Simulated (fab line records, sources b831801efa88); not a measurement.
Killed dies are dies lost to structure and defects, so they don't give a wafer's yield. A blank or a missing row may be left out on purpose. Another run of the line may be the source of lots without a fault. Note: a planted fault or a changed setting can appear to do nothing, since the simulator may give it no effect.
The tool behind it: which one? / flow gf180mcu / 13 lots with 39 wafers sampled at 5 steps, on a route of 602 steps

## WHAT THE GAUGES SHOWED, per wafer
GF_HV_LDD_THK_MEAS_55. Usual: HV_LDD_CVD_54_THK gives 9.99 nm (standard deviation 0.11).
lot=L628; measured=day 12 09:57; on=film metro-02; HV_LDD_CVD_54_THK (nm)=9.89 9.90 10.02; flag=
lot=L629; measured=day 12 19:06; on=film metro-02; HV_LDD_CVD_54_THK (nm)=10.00 10.02 10.00; flag=
lot=L630; measured=day 12 21:52; on=film metro-03; HV_LDD_CVD_54_THK (nm)=9.90 10.05 9.98; flag=
lot=L631; measured=day 13 02:46; on=film metro-03; HV_LDD_CVD_54_THK (nm)=10.06 10.11 9.97; flag=
lot=L632; measured=day 13 15:56; on=film metro-02; HV_LDD_CVD_54_THK (nm)=9.83 9.79 9.74; flag=
lot=L635; measured=day 14 17:32; on=film metro-04; HV_LDD_CVD_54_THK (nm)=9.96 9.93 9.85; flag=
lot=L637; measured=day 15 10:32; on=film metro-02; HV_LDD_CVD_54_THK (nm)=12.63 12.57 12.69; flag=OFF
lot=L639; measured=day 16 10:01; on=film metro-03; HV_LDD_CVD_54_THK (nm)=12.71 12.58 12.61; flag=OFF
lot=L647; measured=day 18 18:26; on=film metro-03; HV_LDD_CVD_54_THK (nm)=9.99 9.98 9.85; flag=
lot=L648; measured=day 19 03:58; on=film metro-02; HV_LDD_CVD_54_THK (nm)=10.12 10.06 10.10; flag=
lot=L649; measured=day 19 07:55; on=film metro-03; HV_LDD_CVD_54_THK (nm)=9.97 9.93 10.02; flag=
lot=L650; measured=day 19 16:07; on=film metro-03; HV_LDD_CVD_54_THK (nm)=10.24 10.11 10.10; flag=
lot=L651; measured=day 20 03:02; on=film metro-03; HV_LDD_CVD_54_THK (nm)=9.98 9.99 9.91; flag=

GF_NSD_TW_MEAS_12. Usual: NSD_TW gives 4231 (standard deviation 28).
lot=L628; measured=day 13 06:51; on=film metro-03; NSD_TW=4215 4217 4220; flag=
lot=L629; measured=day 13 16:59; on=film metro-02; NSD_TW=4254 4285 4264; flag=
lot=L630; measured=day 13 19:44; on=film metro-03; NSD_TW=4203 4204 4186; flag=
lot=L631; measured=day 14 00:47; on=film metro-03; NSD_TW=4233 4224 4248; flag=
lot=L632; measured=day 14 14:33; on=film metro-01; NSD_TW=4204 4225 4202; flag=
lot=L635; measured=day 15 17:05; on=film metro-03; NSD_TW=4215 4220 4237; flag=
lot=L637; measured=day 16 09:50; on=film metro-03; NSD_TW=4173 4166 4179; flag=
lot=L639; measured=day 17 10:13; on=film metro-01; NSD_TW=4220 4238 4237; flag=
lot=L647; measured=day 19 20:21; on=film metro-03; NSD_TW=4200 4220 4210; flag=
lot=L648; measured=day 20 06:05; on=film metro-01; NSD_TW=4244 4262 4253; flag=
lot=L649; measured=day 20 09:29; on=film metro-01; NSD_TW=4250 4266 4254; flag=
lot=L650; measured=day 20 18:19; on=film metro-01; NSD_TW=4246 4255 4231; flag=
lot=L651; measured=day 21 05:06; on=film metro-01; NSD_TW=4201 4212 4223; flag=

GF_PSD_OVL_MEAS_08. Usual: PSD_OVL gives 0.6 nm (standard deviation 1.4).
lot=L628; measured=day 14 03:08; on=overlay-02; PSD_OVL (nm)=0.3 0.2 0.6; flag=
lot=L629; measured=day 14 13:06; on=overlay-02; PSD_OVL (nm)=0.6 1.1 1.4; flag=
lot=L630; measured=day 14 16:15; on=overlay-02; PSD_OVL (nm)=1.3 1.0 0.4; flag=
lot=L631; measured=day 14 21:10; on=overlay-02; PSD_OVL (nm)=3.6 4.0 1.9; flag=
lot=L632; measured=day 15 11:42; on=overlay-02; PSD_OVL (nm)=-0.4 -1.3 -1.6; flag=
lot=L635; measured=day 16 15:07; on=overlay-01; PSD_OVL (nm)=1.6 -0.4 -0.5; flag=
lot=L637; measured=day 17 08:19; on=overlay-01; PSD_OVL (nm)=0.3 1.3 -1.0; flag=
lot=L639; measured=day 18 09:28; on=overlay-02; PSD_OVL (nm)=0.8 0.6 -0.8; flag=
lot=L647; measured=day 20 20:15; on=overlay-01; PSD_OVL (nm)=1.5 2.5 0.1; flag=
lot=L648; measured=day 21 06:19; on=overlay-01; PSD_OVL (nm)=1.2 1.5 2.7; flag=
lot=L649; measured=day 21 09:54; on=overlay-01; PSD_OVL (nm)=3.1 1.8 1.7; flag=
lot=L650; measured=day 21 18:23; on=overlay-01; PSD_OVL (nm)=-0.7 1.1 1.8; flag=
lot=L651; measured=day 22 04:58; on=overlay-01; PSD_OVL (nm)=-1.1 0.2 -0.2; flag=

## WHICH TOOL RAN EACH LOT (tool, then ch and the chambers of the sampled wafers, then the start)
lot=L628; GF_HV_LDD_RTA_52=rtp anneal-02 ch 0, day 12 08:45; GF_HV_LDD_CVD_54=lpcvd-02 ch 0, day 12 08:54
lot=L629; GF_HV_LDD_RTA_52=rtp anneal-02 ch 0, day 12 17:54; GF_HV_LDD_CVD_54=lpcvd-01 ch 1, day 12 18:04
lot=L630; GF_HV_LDD_RTA_52=rtp anneal-01 ch 0, day 12 20:40; GF_HV_LDD_CVD_54=lpcvd-01 ch 1, day 12 20:51
lot=L631; GF_HV_LDD_RTA_52=rtp anneal-02 ch 0, day 13 01:33; GF_HV_LDD_CVD_54=lpcvd-02 ch 0, day 13 01:43
lot=L632; GF_HV_LDD_RTA_52=rtp anneal-01 ch 0, day 13 14:44; GF_HV_LDD_CVD_54=lpcvd-01 ch 1, day 13 14:54
lot=L635; GF_HV_LDD_RTA_52=rtp anneal-01 ch 0, day 14 16:15; GF_HV_LDD_CVD_54=lpcvd-02 ch 1, day 14 16:31
lot=L637; GF_HV_LDD_RTA_52=rtp anneal-01 ch 0, day 15 09:20; GF_HV_LDD_CVD_54=lpcvd-02 ch 0, day 15 09:29
lot=L639; GF_HV_LDD_RTA_52=rtp anneal-02 ch 0, day 16 08:48; GF_HV_LDD_CVD_54=lpcvd-02 ch 0, day 16 08:59
lot=L647; GF_HV_LDD_RTA_52=rtp anneal-02 ch 0, day 18 17:13; GF_HV_LDD_CVD_54=lpcvd-02 ch 0, day 18 17:24
lot=L648; GF_HV_LDD_RTA_52=rtp anneal-01 ch 0, day 19 02:46; GF_HV_LDD_CVD_54=lpcvd-02 ch 0, day 19 02:57
lot=L649; GF_HV_LDD_RTA_52=rtp anneal-02 ch 0, day 19 06:43; GF_HV_LDD_CVD_54=lpcvd-02 ch 0, day 19 06:53
lot=L650; GF_HV_LDD_RTA_52=rtp anneal-02 ch 0, day 19 14:55; GF_HV_LDD_CVD_54=lpcvd-01 ch 1, day 19 15:06
lot=L651; GF_HV_LDD_RTA_52=rtp anneal-02 ch 0, day 20 01:50; GF_HV_LDD_CVD_54=lpcvd-02 ch 0, day 20 01:59
- GF_HV_LDD_RTA_52: time 10 s.
- GF_HV_LDD_CVD_54: deposits SiO2 from TEOS, target thk 10 nm, time 75 s.

## AS READ BY THE TOOLS THEMSELVES (means over the sampled wafers that have a number; for cases with no such wafer, the mark the record gives instead)
GF_HV_LDD_RTA_52. Usual: lamp power pct 30.3 %, standard deviation 1; wafer_temp_C_max 1007.8, standard deviation 1.8.
lot=L628; tool=rtp anneal-02; lamp power pct (%)=29.5; wafer_temp_C_max=1010.5; flag=
lot=L629; tool=rtp anneal-02; lamp power pct (%)=29.6; wafer_temp_C_max=1008.3; flag=
lot=L630; tool=rtp anneal-01; lamp power pct (%)=31.8; wafer_temp_C_max=1005.8; flag=
lot=L631; tool=rtp anneal-02; lamp power pct (%)=29.6; wafer_temp_C_max=1008.7; flag=
lot=L632; tool=rtp anneal-01; lamp power pct (%)=31.8; wafer_temp_C_max=1005.3; flag=
lot=L635; tool=rtp anneal-01; lamp power pct (%)=31.8; wafer_temp_C_max=1006.7; flag=
lot=L637; tool=rtp anneal-01; lamp power pct (%)=31.8; wafer_temp_C_max=1005.4; flag=
lot=L639; tool=rtp anneal-02; lamp power pct (%)=29.6; wafer_temp_C_max=1007.9; flag=
lot=L647; tool=rtp anneal-02; lamp power pct (%)=29.6; wafer_temp_C_max=1008.3; flag=
lot=L648; tool=rtp anneal-01; lamp power pct (%)=31.8; wafer_temp_C_max=1006.4; flag=
lot=L649; tool=rtp anneal-02; lamp power pct (%)=29.6; wafer_temp_C_max=1007.5; flag=
lot=L650; tool=rtp anneal-02; lamp power pct (%)=29.6; wafer_temp_C_max=1010.4; flag=
lot=L651; tool=rtp anneal-02; lamp power pct (%)=29.6; wafer_temp_C_max=1008.2; flag=

GF_HV_LDD_CVD_54. Usual: spike tc bottom C 701.5 C, standard deviation 1.7; spike tc centre C 680.0 C, standard deviation 1; spike tc lower C 679.7 C, standard deviation 1.4; spike tc top C 696.3 C, standard deviation 2.3; spike tc upper C 680.7 C, standard deviation 1.4; susceptor temp C 680.0 C, standard deviation 0.33.
lot=L628; tool=lpcvd-02; spike tc bottom C (C)=699.8; spike tc centre C (C)=680.5; spike tc lower C (C)=679.1; spike tc top C (C)=697.2; spike tc upper C (C)=680.8; susceptor temp C (C)=680.1; flag=
lot=L629; tool=lpcvd-01; spike tc bottom C (C)=701.8; spike tc centre C (C)=681.4; spike tc lower C (C)=680.3; spike tc top C (C)=699.0; spike tc upper C (C)=680.5; susceptor temp C (C)=680.1; flag=
lot=L630; tool=lpcvd-01; spike tc bottom C (C)=702.9; spike tc centre C (C)=679.1; spike tc lower C (C)=680.8; spike tc top C (C)=699.2; spike tc upper C (C)=680.2; susceptor temp C (C)=680.0; flag=
lot=L631; tool=lpcvd-02; spike tc bottom C (C)=699.5; spike tc centre C (C)=679.4; spike tc lower C (C)=678.8; spike tc top C (C)=696.3; spike tc upper C (C)=681.8; susceptor temp C (C)=679.9; flag=
lot=L632; tool=lpcvd-01; spike tc bottom C (C)=702.5; spike tc centre C (C)=680.7; spike tc lower C (C)=681.0; spike tc top C (C)=697.6; spike tc upper C (C)=680.6; susceptor temp C (C)=680.1; flag=
lot=L635; tool=lpcvd-02; spike tc bottom C (C)=702.6; spike tc centre C (C)=679.4; spike tc lower C (C)=677.9; spike tc top C (C)=692.8; spike tc upper C (C)=681.2; susceptor temp C (C)=679.5; flag=
lot=L637; tool=lpcvd-02; spike tc bottom C (C)=709.7; spike tc centre C (C)=689.2; spike tc lower C (C)=689.5; spike tc top C (C)=706.0; spike tc upper C (C)=691.8; susceptor temp C (C)=680.0; flag=OFF
lot=L639; tool=lpcvd-02; spike tc bottom C (C)=709.7; spike tc centre C (C)=689.6; spike tc lower C (C)=688.4; spike tc top C (C)=705.2; spike tc upper C (C)=691.4; susceptor temp C (C)=680.0; flag=OFF
lot=L647; tool=lpcvd-02; spike tc bottom C (C)=700.9; spike tc centre C (C)=680.8; spike tc lower C (C)=680.0; spike tc top C (C)=696.9; spike tc upper C (C)=681.0; susceptor temp C (C)=680.0; flag=
lot=L648; tool=lpcvd-02; spike tc bottom C (C)=699.2; spike tc centre C (C)=679.1; spike tc lower C (C)=679.2; spike tc top C (C)=696.5; spike tc upper C (C)=680.9; susceptor temp C (C)=680.0; flag=
lot=L649; tool=lpcvd-02; spike tc bottom C (C)=700.5; spike tc centre C (C)=678.7; spike tc lower C (C)=679.1; spike tc top C (C)=696.1; spike tc upper C (C)=680.6; susceptor temp C (C)=680.4; flag=
lot=L650; tool=lpcvd-01; spike tc bottom C (C)=702.9; spike tc centre C (C)=680.9; spike tc lower C (C)=680.7; spike tc top C (C)=700.8; spike tc upper C (C)=679.4; susceptor temp C (C)=679.6; flag=
lot=L651; tool=lpcvd-02; spike tc bottom C (C)=699.4; spike tc centre C (C)=679.5; spike tc lower C (C)=678.6; spike tc top C (C)=695.8; spike tc upper C (C)=681.2; susceptor temp C (C)=679.9; flag=

## THE ANSWER, worked out from the rows above alone
Rule: take the mean of a lot's wafers that have a number; if it is more than 3 standard deviations from the usual mean, the lot is off. Also off: a lot with no number at a reading for which 4 or more lots have one. Where the step has rows for the other lots, those lots are counted as sound. Order of review: gauges by route order, followed by the tools' own readings, for which a lot's mean as printed above is used. The first step at which some lot is off is used, and at that step the reading that is off furthest; a lot without a number counts as furthest.
Off: L637, L639, at GF_HV_LDD_THK_MEAS_55 (HV_LDD_CVD_54_THK).
If a tool, at a process step before that reading, ran all the lots that are off and no sound lot after the first of them, it fits. The gauges at GF_HV_LDD_THK_MEAS_55 aren't tried: what is off there is off at GF_HV_LDD_CVD_54 too, on other tools, and a gauge's error can't cause that. Of those tried, none fits.

## WHAT HAD BEEN PUT IN BY THE SIMULATOR
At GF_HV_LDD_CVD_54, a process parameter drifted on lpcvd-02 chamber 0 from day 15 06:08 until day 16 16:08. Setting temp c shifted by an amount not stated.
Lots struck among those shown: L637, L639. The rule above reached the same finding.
